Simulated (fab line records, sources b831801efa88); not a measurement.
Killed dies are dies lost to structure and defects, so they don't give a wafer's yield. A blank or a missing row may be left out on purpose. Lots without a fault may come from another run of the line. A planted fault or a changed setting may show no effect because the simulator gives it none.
fab line records | flow sfq_line
record lots=5 wafers=14 last_day=92
route steps=325 shown M7@285 I7@296
lots that met no fault: from a run of the same line without faults
start_h: hours from the record's first day to the start of the lot's first wafer shown | wait_h: hours since the lot's step before | " the same as in the row above | L1.1+2: a row that stands for several wafers | - no value, or no start given | * or withheld: withheld | < > ~ a bound
route shown NAME@n: a module of which the file shows steps, and the number in the route of the first | usual: mean/standard deviation of fault-free wafers | same: alike in all rows | chamber/n: place in a boat | sites: the reading at each site | _std_site: their standard deviation | _edge_site: outer sites' mean less inner sites' | radius_mm: how far each site lies from the wafer's centre | mask NAME#n: copy n | behind: the tool/chamber that last shaped the wafer | hold: why the lot was held/for how many hours/how that ended | device: the transistor (n, p or np) that didn't switch | end of line: the same wafers' tests at the end of the route | a step without rows: its recipe alone | killed: dies lost to structure and defects at the first sort, not the wafer's yield | map: a wafer's dies, x killed, . not, _ none there
set.NAME: the setting as run; set.NAME@STEP: as run at that earlier step | model.NAME: the simulator's own value behind a step, which no gauge read
lots at some steps of the route; a table a step, a row a wafer
services: from which hour (start_h, from the record's first day; less than 0 if before it) a tool's chamber was out of use, for how many hours, and why
## steps
# step SFQ_TRILAYER_M7_LITHO_COAT_182
# recipe resist=BARC spin_rpm=3000 resist_thk_nm=62
# step SFQ_TRILAYER_M7_LITHO_COAT_177
# recipe resist=KrF spin_rpm=3000 resist_thk_nm=600
# step SFQ_TRILAYER_M7_LITHO_SOFTBAKE_181
# recipe temp_c=withheld time_s=withheld resist=KrF
# step SFQ_TRILAYER_M7_LITHO_EXPOSE_178
# recipe mask_id=M7 na=0.6 source_shape=conventional sigma_outer=0.65 target_cd_nm=500 dose_mj=14.4
# step SFQ_TRILAYER_M7_LITHO_PEB_180
# recipe peb_temp_c=115 peb_time_s=60 resist=KrF
# step SFQ_TRILAYER_M7_LITHO_DEVELOP_179
# recipe time_s=60 resist=KrF
# step SFQ_M7_OVL_MEAS_945
# usual M7_OVL=-2/4.3
# columns lot.wafer tool chamber start_h wait_h M7_OVL[nm]
L887.1 overlay-01 - 1711.11 0.1 5
L887.3 " - " " 1
L887.4 " - " " -6
L895.1 overlay-02 - 1831.91 0.1 -1
L895.3 " - " " 0
L895.4 " - " " -2
L903.1 overlay-02 - 2045.05 0.1 -10
L903.4 " - " " -3
L905.2 overlay-02 - 2084.36 0.1 -5
L905.4 " - " " -2
L905.5 " - " " 3
L910.1 overlay-01 - 2124.62 0.1 0
L910.4 " - " " -3
L910.6 " - " " -2
# step SFQ_TRILAYER_M7_BARC_OPEN_METAL_ETCH_229
# recipe mask_material=PR chemistry=O2 target_depth_nm=125 target=BARC icp_w=600 bias_w=80 pressure_mtorr=10 time_s=41.7
# step SFQ_TRILAYER_M7_ETCH_METAL_ETCH_180
# recipe target=Nb stop_on=SiO2 mask_material=PR chemistry=Cl2/Ar target_depth_nm=240 icp_w=600 bias_w=80 pressure_mtorr=10 time_s=120
# usual drypump_motor_current_A=5.71/0.22 oes_product_au=0.894/0.0064
# columns lot.wafer tool chamber start_h wait_h drypump_motor_current_A oes_product_au rf_hours_counter_h
L887.1 rie_metal-03 1 1711.20 0.0 5.76 0.897 43
L887.3 " 0 " " 5.91 0.896 -
L887.4 " 1 " " 5.75 0.895 -
L895.1 rie_metal-01 1 1832.00 0.0 5.44 0.878 98
L895.3 " 1 " " 5.45 0.891 -
L895.4 " 0 " " 5.52 0.888 -
L903.1 rie_metal-03 1 2045.20 0.1 5.72 0.884 90
L903.4 " 1 " " 5.76 0.892 -
L905.2 rie_metal-03 0 2084.45 0.0 5.97 0.901 1
L905.4 " 1 " " 5.76 0.898 -
L905.5 " 0 " " 5.91 0.903 -
L910.1 rie_metal-04 0 2124.72 0.0 5.78 0.882 118
L910.4 " 1 " " 6.18 0.903 -
L910.6 " 1 " " 6.15 0.894 -
# step SFQ_TRILAYER_M7_STRIP_STRIP_181
# recipe gas=O2 power_w=200 platen_temp_c=40 overash_fraction=0.65 chemistry=O2 pressure_mtorr=50
# usual drypump_motor_current_A=5.70/0.22 oes_product_au=1.001/0.0086
# columns lot.wafer tool chamber start_h wait_h drypump_motor_current_A oes_product_au rf_hours_counter_h
L887.1 rie_metal-03 1 1711.33 0.1 5.74 1.004 43
L887.3 " 0 " " 5.91 0.989 -
L887.4 " 1 " " 5.72 0.992 -
L895.1 rie_metal-01 1 1832.13 0.1 5.42 0.996 98
L895.3 " 1 " " 5.44 0.988 -
L895.4 " 0 " " 5.51 1.004 -
L903.1 rie_metal-03 1 2045.45 0.2 5.73 1.004 90
L903.4 " 1 " " 5.71 0.998 -
L905.2 rie_metal-03 0 2084.57 0.1 5.91 1.009 1
L905.4 " 1 " " 5.75 1.000 -
L905.5 " 0 " " 5.91 1.012 -
L910.1 rie_metal-04 0 2124.84 0.1 5.78 1.005 119
L910.4 " 1 " " 6.20 0.997 -
L910.6 " 1 " " 6.12 1.003 -
# step SFQ_TRILAYER_M7_STRIP_SOLV_CLEAN_182
# recipe chemistry=NMP temp_c=70 time_s=600
# step SFQ_TRILAYER_I7_DEP_PECVD_183
# recipe material=SiO2 temp_c=150 time_s=111.11 pressure_torr=2.4 rf_w=183.3 precursor=SiH4/N2O target_thk_nm=500
# usual heater_power_outer_w=33/8.3 heater_power_w=90/13 susceptor_temp_C=150.02/0.16 throttle_valve_pct=24.1/1.2
# columns lot.wafer tool chamber start_h wait_h heater_power_outer_w heater_power_w susceptor_temp_C throttle_valve_pct
L887.1 pecvd-03 2 1712.12 0.0 40 101 149.73 22.8
L887.3 " 1 " " 28 79 150.18 22.8
L887.4 " 0 " " 27 81 149.78 24.7
L895.1 pecvd-01 2 1832.90 0.0 35 89 150.12 24.8
L895.3 " 1 " " 40 108 149.87 22.8
L895.4 " 1 " " 43 113 150.08 22.4
L903.1 pecvd-03 1 2046.83 0.0 27 78 149.93 23.8
L903.4 " 0 " " 19 70 150.14 25.4
L905.2 pecvd-02 0 2085.35 0.0 26 86 150.19 23.2
L905.4 " 1 " " 38 92 149.88 27.1
L905.5 " 0 " " 29 89 150.14 23.4
L910.1 pecvd-03 0 2125.62 0.0 29 81 149.98 25.2
L910.4 " 1 " " 20 71 149.80 23.3
L910.6 " 2 " " 29 85 150.11 23.8
# step SFQ_TRILAYER_I7_CMP_CMP_184
# recipe material=SiO2 down_force_psi=3 platen_rpm=60 pad_velocity_m_s=0.94248
# usual motor_current_A=10.0/1.1 retaining_ring_pressure_frac=1.000/0.0047 time_to_endpoint_s=217/8.1
# columns lot.wafer tool chamber start_h wait_h motor_current_A retaining_ring_pressure_frac time_to_endpoint_s model.SiO2_of_TRILAYER_I7_DEP_PECVD_183.thk_nm
L887.1 cmp-01 0 1712.88 0.7 9.1 0.993 213 202
L887.4 " 1 " " 11.5 1.001 226 200.3
L887.3 " 3 1714.38 2.2 10.2 1.003 207 199.1
L895.3 cmp-02 0 1845.30 12.4 10.4 1.002 217 201.4
L895.4 " 2 1846.30 13.3 7.5 1.005 225 201.6
L895.1 " 3 " " 11.5 1.002 212 200.1
L903.1 cmp-02 3 2047.41 0.5 10.8 1.008 212 201.2
L903.4 " 0 " " 10.5 1.003 191 251.4
L905.4 cmp-01 2 2087.04 1.6 10.1 1.007 211 198.7
L905.2 " 1 2088.54 3.2 11.3 1.008 211 201.2
L905.5 " 2 " " 10.1 1.004 214 199.8
L910.1 cmp-02 3 2126.20 0.5 11.1 1.000 209 201.8
L910.4 " 1 2127.20 1.5 10.1 0.997 216 201.5
L910.6 " 3 2128.20 2.5 11.5 0.999 200 199.7
# step SFQ_I7_BOW_MEAS_946
# recipe mode=bow
# usual I7_BOW=7/11
# columns lot.wafer tool chamber start_h wait_h I7_BOW[um]
L887.1 film_metro-02 - 1715.88 2.5 13
L887.3 " - " " 17
L887.4 " - " " 12
L895.1 film_metro-01 - 1848.30 1.0 17
L895.3 " - " " 11
L895.4 " - " " 12
L903.1 film_metro-03 - 2049.91 2.0 23
L903.4 " - " " 20
L905.2 film_metro-01 - 2090.06 1.0 24
L905.4 " - " " 9
L905.5 " - " " 10
L910.1 film_metro-01 - 2128.70 2.0 -3
L910.4 " - " " -15
L910.6 " - " " -12
# step SFQ_TRILAYER_I7_METRO_MEASURE_185
# usual thk_nm=200.4/1.1
# columns lot.wafer tool chamber start_h wait_h thk_nm
L887.1 film_metro-02 - 1716.00 0.1 202.1
L887.3 " - " " 199.1
L887.4 " - " " 200.3
L895.1 film_metro-01 - 1848.42 0.1 200.2
L895.3 " - " " 201.5
L895.4 " - " " 201.7
L903.1 film_metro-03 - 2050.03 0.1 201.3
L903.4 " - " " 251.5
L905.2 film_metro-01 - 2090.36 0.3 201.4
L905.4 " - " " 198.8
L905.5 " - " " 199.7
L910.1 film_metro-01 - 2128.82 0.1 201.7
L910.4 " - " " 201.6
L910.6 " - " " 199.7
# step SFQ_TRILAYER_I7_VIA_LITHO_COAT_192
# recipe resist=BARC spin_rpm=3000 resist_thk_nm=62
# step SFQ_TRILAYER_I7_VIA_LITHO_COAT_187
# recipe resist=KrF spin_rpm=3000 resist_thk_nm=650
# step SFQ_TRILAYER_I7_VIA_LITHO_SOFTBAKE_191
# recipe temp_c=withheld time_s=withheld resist=KrF
# step SFQ_TRILAYER_I7_VIA_LITHO_EXPOSE_188
# recipe mask_id=I7 na=0.6 source_shape=conventional sigma_outer=0.65 target_cd_nm=1000 dose_mj=21.3
# step SFQ_TRILAYER_I7_VIA_LITHO_PEB_190
# recipe peb_temp_c=115 peb_time_s=60 resist=KrF
# step SFQ_TRILAYER_I7_VIA_LITHO_DEVELOP_189
# recipe time_s=60 resist=KrF
# step SFQ_I7_OVL_MEAS_947
# usual I7_OVL=-4/4.9
# columns lot.wafer tool chamber start_h wait_h I7_OVL[nm]
L887.1 overlay-01 - 1824.94 0.1 -3
L887.3 " - " " -6
L887.4 " - " " -7
L895.1 overlay-02 - 1954.14 0.1 3
L895.3 " - " " 0
L895.4 " - " " -2
L903.1 overlay-01 - 2060.27 0.1 -9
L903.4 " - " " -2
L905.2 overlay-01 - 2094.38 0.1 -7
L905.4 " - " " -10
L905.5 " - " " -13
L910.1 overlay-01 - 2199.15 0.1 -6
L910.4 " - " " -7
L910.6 " - " " -14
# step SFQ_TRILAYER_I7_VIA_BARC_OPEN_VIA_ETCH_260
# recipe mask_material=PR chemistry=O2 target_depth_nm=125 target=BARC source_w=500 bias_w=80 pressure_mtorr=30 time_s=41.7
# usual drypump_motor_current_A=5.8/0.43 oes_product_au=0.685/0.005
# columns lot.wafer tool chamber start_h wait_h drypump_motor_current_A oes_product_au rf_hours_counter_h
L887.1 rie_diel-03 2 1824.97 0.0 5.9 0.679 5
L887.3 " 3 " " 5.6 0.688 17
L887.4 " 0 " " 5.3 0.690 3
L895.1 rie_diel-02 2 1954.18 0.0 6.1 0.678 17
L895.3 " 0 " " 5.6 0.688 8
L895.4 " 1 " " 5.6 0.684 17
L903.1 rie_diel-03 1 2060.30 0.0 6.5 0.680 4
L903.4 " 0 " " 5.3 0.670 6
L905.2 rie_diel-02 3 2094.41 0.0 5.6 0.681 11
L905.4 " 1 " " 5.6 0.688 19
L905.5 " 2 " " 6.0 0.688 -
L910.1 rie_diel-03 1 2199.18 0.0 6.5 0.689 6
L910.4 " 3 " " 5.6 0.688 4
L910.6 " 1 " " 6.5 0.683 -
# step SFQ_TRILAYER_I7_VIA_ETCH_VIA_ETCH_190
# recipe target=SiO2 stop_on=Nb mask_material=PR taper_deg=20 chemistry=CHF3 target_depth_nm=260 source_w=500 bias_w=80 pressure_mtorr=30 time_s=withheld
# usual drypump_motor_current_A=5.8/0.43 oes_product_au=0.856/0.0051
# columns lot.wafer tool chamber start_h wait_h drypump_motor_current_A oes_product_au model.etch.depth_nm model.I7.feature_depth_nm
L887.1 rie_diel-03 2 1825.01 0.0 5.9 0.855 202 202
L887.3 " 3 " " 5.6 0.856 199.1 199.1
L887.4 " 0 " " 5.3 0.854 200.3 200.3
L895.1 rie_diel-02 2 1954.22 0.0 6.0 0.849 200.1 200.1
L895.3 " 0 " " 5.6 0.853 201.4 201.4
L895.4 " 1 " " 5.6 0.865 201.6 201.6
L903.1 rie_diel-03 1 2060.34 0.0 6.5 0.858 201.2 201.2
L903.4 " 0 " " 5.3 0.976 251.4 251.4
L905.2 rie_diel-02 3 2094.45 0.0 5.6 0.854 201.2 201.2
L905.4 " 1 " " 5.6 0.843 198.7 198.7
L905.5 " 2 " " 6.1 0.855 199.8 199.8
L910.1 rie_diel-03 1 2199.22 0.0 6.5 0.859 201.8 201.8
L910.4 " 3 " " 5.6 0.864 201.5 201.5
L910.6 " 1 " " 6.5 0.860 199.7 199.7
# step SFQ_TRILAYER_I7_VIA_STRIP_STRIP_191
# recipe gas=O2 power_w=200 platen_temp_c=40 overash_fraction=0.65 chemistry=O2 pressure_mtorr=50
# usual drypump_motor_current_A=5.7/0.33 oes_product_au=1.000/0.011
# columns lot.wafer tool chamber start_h wait_h drypump_motor_current_A oes_product_au rf_hours_counter_h
L887.1 rie_metal-02 1 1825.13 - 6.3 1.003 89
L887.3 " 1 " " 6.3 1.003 -
L887.4 " 0 " " 5.5 0.995 -
L895.1 rie_metal-04 1 1954.33 - 6.2 1.017 64
L895.3 " 1 " " 6.2 1.008 -
L895.4 " 1 " " 6.2 1.008 -
L903.1 rie_metal-02 1 2060.45 - 6.3 1.008 114
L903.4 " 0 " " 5.5 0.969 -
L905.2 rie_metal-04 0 2094.56 - 5.8 1.001 115
L905.4 " 0 " " 5.8 0.988 -
L905.5 " 0 " " 5.8 0.997 -
L910.1 rie_metal-04 0 2199.33 - 5.8 0.991 6
L910.4 " 0 " " 5.8 0.985 -
L910.6 " 0 " " 5.8 0.998 -
## services
# columns tool chamber start_h hours kind
rie_diel-03 - 1700.91 0.5 repair
rie_metal-03 - 1716.63 1.1 repair
rie_diel-02 3 1719.03 5.2 repair
rie_diel-03 0 1741.27 2.7 repair
rie_metal-04 - 1747.19 0.8 repair
rie_diel-02 0 1752.47 8.1 repair
rie_metal-04 1 1758.98 3.3 repair
rie_metal-04 - 1804.38 14.6 pm
rie_diel-03 - 1824.55 0.2 repair
rie_metal-04 - 1842.25 0.8 repair
rie_diel-02 - 1861.09 2.8 pm
rie_diel-03 3 1878.82 13.1 repair
rie_metal-04 1 1879.19 17.4 repair
rie_diel-03 1 1887.14 1.2 repair
rie_metal-03 - 1921.86 2.8 pm
rie_metal-04 0 1944.04 10.8 repair
rie_metal-03 0 1993.56 3.7 repair
rie_diel-02 1 2001.44 6.1 repair
rie_metal-04 - 2002.76 4.1 repair
rie_diel-02 - 2010.86 0.3 repair
rie_diel-03 1 2022.44 6.3 repair
rie_diel-03 2 2028.33 7.8 repair
rie_diel-02 2 2085.63 5.6 repair
rie_metal-04 1 2196.23 3.8 repair
## key
first_sign step=SFQ_TRILAYER_I7_CMP_CMP_184 reading=time_to_endpoint_s direction=down sigmas=3.2 usual=* struck=*
effect step=SFQ_TRILAYER_I7_METRO_MEASURE_185 reading=thk_nm direction=up sigmas=47 usual=200.4 struck=251.5
effect step=SFQ_TRILAYER_I7_VIA_ETCH_VIA_ETCH_190 reading=oes_product_au direction=up sigmas=23 usual=0.856 struck=0.976
model_effect step=SFQ_TRILAYER_I7_CMP_CMP_184 value=SiO2_of_TRILAYER_I7_DEP_PECVD_183.thk_nm without=201.4 struck=251.4
model_effect step=SFQ_TRILAYER_I7_VIA_ETCH_VIA_ETCH_190 value=etch.depth_nm without=201.4 struck=251.4
met_at SFQ_TRILAYER_I7_CMP_CMP_184
struck_wafers L903.4
onset_between 1845.30 2047.41
fault kind=process_parameter_drift tool=cmp-02 chamber=- onset_h=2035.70 steps=SFQ_TRILAYER_I7_CMP_CMP_184 channel=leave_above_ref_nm offset=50 shape=step end_h=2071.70 scope=struck_wafers_only acts_in=these_recipes_only stated=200
